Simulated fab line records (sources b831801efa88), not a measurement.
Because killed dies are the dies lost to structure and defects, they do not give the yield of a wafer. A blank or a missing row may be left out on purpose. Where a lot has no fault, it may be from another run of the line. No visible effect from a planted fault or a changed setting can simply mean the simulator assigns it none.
Matching of chambers | flow gf180mcu | cmp-02 running GF_V4_CMP_26: 4 sister chambers
The step polishes, stops on SiO2, t overpolish 15 s, target thk 0 nm. 4 wafers are shown with their chamber, then 7 later ones without.

## WAFERS PAIRED WITH THEIR CHAMBERS
wafer  | chamber | motor current A (A)
L142.3 | 2       | 13.1
L144.2 | 0       | 10.9
L146.2 | 3       | 12.0
L146.3 | 1       | 11.7

## WAFERS WITHOUT THEIR CHAMBER
wafer  | motor current A (A)
L146.5 | 13.1
L149.3 | 11.7
L149.5 | 10.9
L149.6 | 12.1
L150.1 | 12.5
L150.2 | 11.4
L150.4 | 11.4

## THE CHAMBER EACH PASSED THROUGH
wafer  | from the rows above          | in truth
L146.5 | 2                            | 2
L149.3 | can't be placed: 1 or 3      | 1
L149.5 | 0                            | 0
L149.6 | can't be placed: 3 or 1      | 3
L150.1 | can't be placed: 3 or 2 or 1 | 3
L150.2 | can't be placed: 1 or 0 or 3 | 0
L150.4 | can't be placed: 1 or 0 or 3 | 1
2 of 7 placed correctly. Unplaceable from these rows: 5, with the true chamber sitting among the candidates in 5. 0 placed wrongly.
How it was worked out, from the rows above alone: a wafer's distance from a chamber is the root of the sum, over the readings, of the square of ((its reading less the chamber's mean) divided by the reading's scatter). The wafer belongs to the nearest chamber; if the next one is less than 2 further off, it can't be placed. Each chamber's mean is taken over the wafers shown for it. The scatter: with one shown wafer a chamber, the root of the mean of the squares of how far each hidden wafer lies from its nearest shown one.
